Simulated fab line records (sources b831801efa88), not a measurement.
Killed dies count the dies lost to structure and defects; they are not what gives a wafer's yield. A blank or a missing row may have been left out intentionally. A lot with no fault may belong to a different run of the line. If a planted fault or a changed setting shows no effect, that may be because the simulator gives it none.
Struck lot and sound lot, side by side :: flow gf180mcu :: 14 out of 602 route steps
Sound: the wafers L210.2, L210.5, L210.6. The struck wafers were L202.1, L202.2, L202.5. The cause is given at the end.
For every step that has rows: the tool of each side, followed by ch and its chambers, followed by its first start. Under that, the readings that differ: sound wafers :: struck wafers :: difference of the means :: sigmas: that difference in standard deviations of wafers without a fault.
alike: readings whose means differ by less than 2 such deviations, and words and numbers that are the same on both sides. not compared: withheld readings, readings that some wafer has no value for, bounds like >300 that may hide the same value, and numbers for which the record gives no deviation and whose values overlap.
A row with sigmas, a row that says differs or no value, or rows on one side alone: a step with any of these is where the two part. Non-overlapping numbers with no deviation appear without sigmas and do not part them. A reading that every wafer of one side lacks parts them only if that side has two wafers or more.

first, 2 steps without rows for these wafers: GF_MIM_PEB_17; GF_MIM_DEVELOP_18 (develop time 60 s).
GF_MIM_METAL_ETCH_19: etches the open film in Cl2/BCl3, stops on Si3N4, target depth 324.5 nm, time 54.1 s.
  sound on rie metal-04 ch 0,1, day 29 20:41; struck on rie metal-03 ch 0,1, day 27 06:08
reading: drypump motor current A (A)
sound: 6.40 6.40 6.18
struck: 5.72 5.72 5.71
difference: -0.61
sigmas: -2
  alike: mfc cl2 sccm, oes product au, throttle valve pct
  not compared: rf hours counter h
GF_MIM_STRIP_20: strips in O2/N2.
  sound on plasma asher-04 ch 0,1, day 29 20:45; struck on plasma asher-03 ch 0,1, day 27 06:12
  alike: drypump motor current A, heater power w, oes product au, platen temp c, strip time to endpoint s
  not compared: rf hours counter h
then, 8 steps without rows for these wafers: GF_MIM_STRIP_21 (strips in post etch residue remover, time 1200 s); GF_MIM_CLEAN_22 (cleans in DIW); GF_M5_DEHYDRATE_00 (time 60 s); GF_M5_HMDS_01 (prime time 60 s); GF_M5_COAT_02 (resist thk 1000 nm); GF_M5_SOFTBAKE_03 (time 60 s); GF_M5_EXPOSE_04 (exposes mask Metal5, target cd 280 nm); GF_M5_PEB_05 (peb time 90 s).
GF_M5_DEVELOP_06: develop time 60 s.
  struck on litho track-04, day 28 02:37; sound on litho track-04 ch 0, day 30 15:26
  no value came back on the struck wafers for chill plate temp C (C), develop time s (s); on the sound wafers chill plate temp C (C) reads 22.84 23.07 22.96
reading: model.KrF_of_M5_COAT_02.thk nm (nm)
sound: 986.5 982.8 984.9
struck: 1005 1004 1004
difference: +20
sigmas: 
GF_M5_CD_MEAS_07: the cd target is 280 nm.
  sound: cd sem-01 at day 30 15:35; struck: cd sem-01 at day 28 02:46
reading: cd nm (nm)
sound: 280.2 280.4 280.6
struck: - - -
difference: no value on the struck wafers
sigmas: 

## WHERE THEY PART
Earliest at GF_MIM_METAL_ETCH_19; latest, in this record, at GF_M5_CD_MEAS_07.

WHY: what the simulator had put in
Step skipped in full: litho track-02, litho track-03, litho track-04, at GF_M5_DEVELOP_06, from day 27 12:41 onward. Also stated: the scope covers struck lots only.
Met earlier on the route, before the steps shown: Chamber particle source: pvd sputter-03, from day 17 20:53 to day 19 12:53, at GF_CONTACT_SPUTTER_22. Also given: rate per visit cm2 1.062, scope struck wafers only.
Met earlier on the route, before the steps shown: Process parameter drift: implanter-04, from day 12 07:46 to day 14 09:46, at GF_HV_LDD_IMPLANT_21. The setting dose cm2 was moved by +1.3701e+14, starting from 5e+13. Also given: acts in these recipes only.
